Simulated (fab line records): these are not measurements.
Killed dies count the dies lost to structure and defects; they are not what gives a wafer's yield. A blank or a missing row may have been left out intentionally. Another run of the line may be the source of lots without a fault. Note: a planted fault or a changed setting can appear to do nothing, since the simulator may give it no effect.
Which of the tools did it? / flow gf180mcu / 30 wafers from 10 lots sampled at 6 of the route's 602 steps

WHAT EACH GAUGE READ, for each wafer
GF_MIM_RS_MEAS_10: measures by four-point-probe. Usual: MIM_ALCU_RS 0.1608 ohm/sq, standard deviation 0.002.
lot=L511; measured=day 25 13:58; on=film_metro-01; MIM_ALCU_RS (ohm/sq)=0.1605 0.1636 0.1592; flag=
lot=L512; measured=day 25 14:20; on=film_metro-04; MIM_ALCU_RS (ohm/sq)=0.1619 0.1620 0.1610; flag=
lot=L517; measured=day 27 02:15; on=film_metro-04; MIM_ALCU_RS (ohm/sq)=0.1632 0.1618 0.1631; flag=
lot=L518; measured=day 27 14:28; on=film_metro-01; MIM_ALCU_RS (ohm/sq)=0.1592 0.1597 0.1907; flag=OFF
lot=L522; measured=day 28 22:59; on=film_metro-03; MIM_ALCU_RS (ohm/sq)=0.1583 0.1580 0.1585; flag=
lot=L526; measured=day 30 02:31; on=film_metro-01; MIM_ALCU_RS (ohm/sq)=0.1591 0.1616 0.1622; flag=
lot=L527; measured=day 30 06:34; on=film_metro-03; MIM_ALCU_RS (ohm/sq)=0.1585 0.1611 0.1570; flag=
lot=L529; measured=day 30 18:22; on=film_metro-04; MIM_ALCU_RS (ohm/sq)=0.1628 0.1629 0.1638; flag=
lot=L530; measured=day 30 20:43; on=film_metro-03; MIM_ALCU_RS (ohm/sq)=0.1643 0.1650 0.1638; flag=
lot=L531; measured=day 31 04:03; on=film_metro-03; MIM_ALCU_RS (ohm/sq)=0.1619 0.1582 0.1583; flag=

GF_MIM_THK_MEAS_11: measures by xrf. Usual: MIM_ALCU_THK 197.8 nm, standard deviation 2.5.
lot=L511; measured=day 25 14:05; on=film_metro-01; MIM_ALCU_THK (nm)=199.0 194.7 200.1; flag=
lot=L512; measured=day 25 14:26; on=film_metro-04; MIM_ALCU_THK (nm)=195.5 195.8 198.1; flag=
lot=L517; measured=day 27 02:22; on=film_metro-04; MIM_ALCU_THK (nm)=196.1 197.3 196.0; flag=
lot=L518; measured=day 27 14:35; on=film_metro-01; MIM_ALCU_THK (nm)=200.2 200.0 169.1; flag=OFF
lot=L522; measured=day 28 23:05; on=film_metro-03; MIM_ALCU_THK (nm)=202.5 201.2 200.6; flag=
lot=L526; measured=day 30 02:37; on=film_metro-01; MIM_ALCU_THK (nm)=200.4 198.1 196.0; flag=
lot=L527; measured=day 30 06:41; on=film_metro-03; MIM_ALCU_THK (nm)=200.0 196.4 201.6; flag=
lot=L529; measured=day 30 18:29; on=film_metro-04; MIM_ALCU_THK (nm)=195.7 194.9 193.3; flag=
lot=L530; measured=day 30 20:49; on=film_metro-03; MIM_ALCU_THK (nm)=193.5 192.2 194.1; flag=
lot=L531; measured=day 31 04:10; on=film_metro-03; MIM_ALCU_THK (nm)=195.3 199.6 200.5; flag=

EACH LOT AND THE TOOL THAT RAN IT (in order: tool; ch and the chambers of the sampled wafers; start)
lot=L511; GF_V4_ETCH_16=rie_diel-03 ch 0,3, day 25 12:11; GF_V4_SPUTTER_22=pvd_sputter-02, day 25 12:54; GF_V4_CMP_26=cmp-01 ch 0,1,2, day 25 13:20; GF_MIM_SPUTTER_08=pvd_sputter-04, day 25 13:53
lot=L512; GF_V4_ETCH_16=rie_diel-04 ch 0,1,2, day 25 12:32; GF_V4_SPUTTER_22=pvd_sputter-01, day 25 13:16; GF_V4_CMP_26=cmp-02 ch 1,2,3, day 25 13:39; GF_MIM_SPUTTER_08=pvd_sputter-04, day 25 14:16
lot=L517; GF_V4_ETCH_16=rie_diel-02 ch 2,3, day 27 00:26; GF_V4_SPUTTER_22=pvd_sputter-01, day 27 01:11; GF_V4_CMP_26=cmp-02 ch 1,2, day 27 01:31; GF_MIM_SPUTTER_08=pvd_sputter-02, day 27 02:10
lot=L518; GF_V4_ETCH_16=rie_diel-04 ch 0,2,3, day 27 12:15; GF_V4_SPUTTER_22=pvd_sputter-02, day 27 12:59; GF_V4_CMP_26=cmp-02 ch 2,3, day 27 13:45; GF_MIM_SPUTTER_08=pvd_sputter-04, day 27 14:25
lot=L522; GF_V4_ETCH_16=rie_diel-03 ch 1,2,3, day 28 21:11; GF_V4_SPUTTER_22=pvd_sputter-01, day 28 21:54; GF_V4_CMP_26=cmp-01 ch 1,2,3, day 28 22:23; GF_MIM_SPUTTER_08=pvd_sputter-03, day 28 22:53
lot=L526; GF_V4_ETCH_16=rie_diel-04 ch 0,1,3, day 30 00:43; GF_V4_SPUTTER_22=pvd_sputter-02, day 30 01:26; GF_V4_CMP_26=cmp-02 ch 1,3, day 30 01:49; GF_MIM_SPUTTER_08=pvd_sputter-02, day 30 02:26
lot=L527; GF_V4_ETCH_16=rie_diel-02 ch 0,2, day 30 04:27; GF_V4_SPUTTER_22=pvd_sputter-03, day 30 05:19; GF_V4_CMP_26=cmp-01 ch 1,2, day 30 05:51; GF_MIM_SPUTTER_08=pvd_sputter-04, day 30 06:31
lot=L529; GF_V4_ETCH_16=rie_diel-03 ch 0,1,2, day 30 16:37; GF_V4_SPUTTER_22=pvd_sputter-01, day 30 17:20; GF_V4_CMP_26=cmp-02 ch 1,2,3, day 30 17:43; GF_MIM_SPUTTER_08=pvd_sputter-04, day 30 18:19
lot=L530; GF_V4_ETCH_16=rie_diel-03 ch 0,3, day 30 18:54; GF_V4_SPUTTER_22=pvd_sputter-03, day 30 19:38; GF_V4_CMP_26=cmp-02 ch 0,3, day 30 19:58; GF_MIM_SPUTTER_08=pvd_sputter-02, day 30 20:37
lot=L531; GF_V4_ETCH_16=rie_diel-04 ch 1,2,3, day 31 02:15; GF_V4_SPUTTER_22=pvd_sputter-02, day 31 03:01; GF_V4_CMP_26=cmp-01 ch 0,1,2, day 31 03:20; GF_MIM_SPUTTER_08=pvd_sputter-04, day 31 04:00
- GF_V4_ETCH_16: etches BARC in N2/H2.
- GF_V4_SPUTTER_22: material TiN, target thk 10 nm, time 40 s.
- GF_V4_CMP_26: polishes, stops on SiO2, t overpolish 15 s, target thk 0 nm.
- GF_MIM_SPUTTER_08: material AlCu, target thk 200 nm, time 10.6 s.

WHAT THE TOOLS THEMSELVES READ (means of the sampled wafers that have a number; where no wafer has one, the mark that the record gives instead)
GF_V4_ETCH_16. Usual: drypump_motor_current_A 5.9 A, standard deviation 0.47; oes_product_au 0.855 a.u., standard deviation 0.0047; rf_fwd_power_W 494.6 W, standard deviation 2.4; throttle_valve_pct 13.225 %, standard deviation 0.0083.
lot=L511; tool=rie_diel-03; drypump_motor_current_A (A)=6.2; oes_product_au (a.u.)=0.852; rf_fwd_power_W (W)=494.9; throttle_valve_pct (%)=13.210; flag=
lot=L512; tool=rie_diel-04; drypump_motor_current_A (A)=5.6; oes_product_au (a.u.)=0.852; rf_fwd_power_W (W)=495.8; throttle_valve_pct (%)=13.230; flag=
lot=L517; tool=rie_diel-02; drypump_motor_current_A (A)=5.9; oes_product_au (a.u.)=0.855; rf_fwd_power_W (W)=494.6; throttle_valve_pct (%)=13.228; flag=
lot=L518; tool=rie_diel-04; drypump_motor_current_A (A)=5.5; oes_product_au (a.u.)=0.854; rf_fwd_power_W (W)=493.6; throttle_valve_pct (%)=13.229; flag=
lot=L522; tool=rie_diel-03; drypump_motor_current_A (A)=5.7; oes_product_au (a.u.)=0.851; rf_fwd_power_W (W)=496.1; throttle_valve_pct (%)=13.229; flag=
lot=L526; tool=rie_diel-04; drypump_motor_current_A (A)=5.9; oes_product_au (a.u.)=0.859; rf_fwd_power_W (W)=493.8; throttle_valve_pct (%)=13.219; flag=
lot=L527; tool=rie_diel-02; drypump_motor_current_A (A)=5.8; oes_product_au (a.u.)=0.855; rf_fwd_power_W (W)=495.6; throttle_valve_pct (%)=13.220; flag=
lot=L529; tool=rie_diel-03; drypump_motor_current_A (A)=5.7; oes_product_au (a.u.)=0.856; rf_fwd_power_W (W)=494.0; throttle_valve_pct (%)=13.230; flag=
lot=L530; tool=rie_diel-03; drypump_motor_current_A (A)=6.1; oes_product_au (a.u.)=0.853; rf_fwd_power_W (W)=493.7; throttle_valve_pct (%)=13.221; flag=
lot=L531; tool=rie_diel-04; drypump_motor_current_A (A)=5.5; oes_product_au (a.u.)=0.858; rf_fwd_power_W (W)=495.6; throttle_valve_pct (%)=13.228; flag=

GF_V4_SPUTTER_22. Usual: throttle_valve_pct 30.1 %, standard deviation 1.2.
lot=L511; tool=pvd_sputter-02; throttle_valve_pct (%)=30.2; flag=
lot=L512; tool=pvd_sputter-01; throttle_valve_pct (%)=28.8; flag=
lot=L517; tool=pvd_sputter-01; throttle_valve_pct (%)=29.4; flag=
lot=L518; tool=pvd_sputter-02; throttle_valve_pct (%)=31.0; flag=
lot=L522; tool=pvd_sputter-01; throttle_valve_pct (%)=29.6; flag=
lot=L526; tool=pvd_sputter-02; throttle_valve_pct (%)=31.1; flag=
lot=L527; tool=pvd_sputter-03; throttle_valve_pct (%)=31.1; flag=
lot=L529; tool=pvd_sputter-01; throttle_valve_pct (%)=28.7; flag=
lot=L530; tool=pvd_sputter-03; throttle_valve_pct (%)=30.4; flag=
lot=L531; tool=pvd_sputter-02; throttle_valve_pct (%)=30.5; flag=

GF_V4_CMP_26. Usual: motor_current_A 10.8 A, standard deviation 0.9; overpolish_run_s 15.001 s, standard deviation 0.0087; retaining_ring_pressure_frac 0.999, standard deviation 0.0044; time_to_endpoint_s 85 s, standard deviation 3.3.
lot=L511; tool=cmp-01; motor_current_A (A)=10.4; overpolish_run_s (s)=15.001; retaining_ring_pressure_frac=1.002; time_to_endpoint_s (s)=83; flag=
lot=L512; tool=cmp-02; motor_current_A (A)=10.6; overpolish_run_s (s)=15.008; retaining_ring_pressure_frac=1.001; time_to_endpoint_s (s)=83; flag=
lot=L517; tool=cmp-02; motor_current_A (A)=10.5; overpolish_run_s (s)=14.997; retaining_ring_pressure_frac=1.003; time_to_endpoint_s (s)=88; flag=
lot=L518; tool=cmp-02; motor_current_A (A)=10.5; overpolish_run_s (s)=15.002; retaining_ring_pressure_frac=1.002; time_to_endpoint_s (s)=82; flag=
lot=L522; tool=cmp-01; motor_current_A (A)=10.3; overpolish_run_s (s)=14.994; retaining_ring_pressure_frac=0.999; time_to_endpoint_s (s)=88; flag=
lot=L526; tool=cmp-02; motor_current_A (A)=10.7; overpolish_run_s (s)=14.994; retaining_ring_pressure_frac=1.002; time_to_endpoint_s (s)=84; flag=
lot=L527; tool=cmp-01; motor_current_A (A)=9.7; overpolish_run_s (s)=15.008; retaining_ring_pressure_frac=0.998; time_to_endpoint_s (s)=89; flag=
lot=L529; tool=cmp-02; motor_current_A (A)=10.6; overpolish_run_s (s)=15.003; retaining_ring_pressure_frac=0.998; time_to_endpoint_s (s)=84; flag=
lot=L530; tool=cmp-02; motor_current_A (A)=11.4; overpolish_run_s (s)=15.008; retaining_ring_pressure_frac=1.000; time_to_endpoint_s (s)=82; flag=
lot=L531; tool=cmp-01; motor_current_A (A)=10.2; overpolish_run_s (s)=14.995; retaining_ring_pressure_frac=1.003; time_to_endpoint_s (s)=85; flag=

GF_MIM_SPUTTER_08. Usual: throttle_valve_pct 30.3 %, standard deviation 0.94.
lot=L511; tool=pvd_sputter-04; throttle_valve_pct (%)=29.7; flag=
lot=L512; tool=pvd_sputter-04; throttle_valve_pct (%)=30.2; flag=
lot=L517; tool=pvd_sputter-02; throttle_valve_pct (%)=30.3; flag=
lot=L518; tool=pvd_sputter-04; throttle_valve_pct (%)=29.8; flag=
lot=L522; tool=pvd_sputter-03; throttle_valve_pct (%)=30.3; flag=
lot=L526; tool=pvd_sputter-02; throttle_valve_pct (%)=30.4; flag=
lot=L527; tool=pvd_sputter-04; throttle_valve_pct (%)=30.5; flag=
lot=L529; tool=pvd_sputter-04; throttle_valve_pct (%)=30.4; flag=
lot=L530; tool=pvd_sputter-02; throttle_valve_pct (%)=31.3; flag=
lot=L531; tool=pvd_sputter-04; throttle_valve_pct (%)=29.6; flag=

THE ANSWER, worked out from the rows above alone
Rule: a lot is off if the mean of its wafers that have a number lies more than 3 standard deviations from the usual mean. Also off: a lot with no number at a reading for which 4 or more lots have one. The other lots that the step has rows for count as sound. After the gauges, taken in route order, come the tools' own readings; for these a lot's mean is taken, as printed above. The first step at which some lot is off is used, and at that step the reading that is off furthest; a lot without a number counts as furthest.
Off: at GF_MIM_RS_MEAS_10 (MIM_ALCU_RS), L518.
If a tool, at a process step before that reading, ran all the lots that are off and no sound lot after the first of them, it fits. The gauges at GF_MIM_RS_MEAS_10 are tried like those tools. None of those tried fits.

WHAT THE SIMULATOR HAD PUT IN
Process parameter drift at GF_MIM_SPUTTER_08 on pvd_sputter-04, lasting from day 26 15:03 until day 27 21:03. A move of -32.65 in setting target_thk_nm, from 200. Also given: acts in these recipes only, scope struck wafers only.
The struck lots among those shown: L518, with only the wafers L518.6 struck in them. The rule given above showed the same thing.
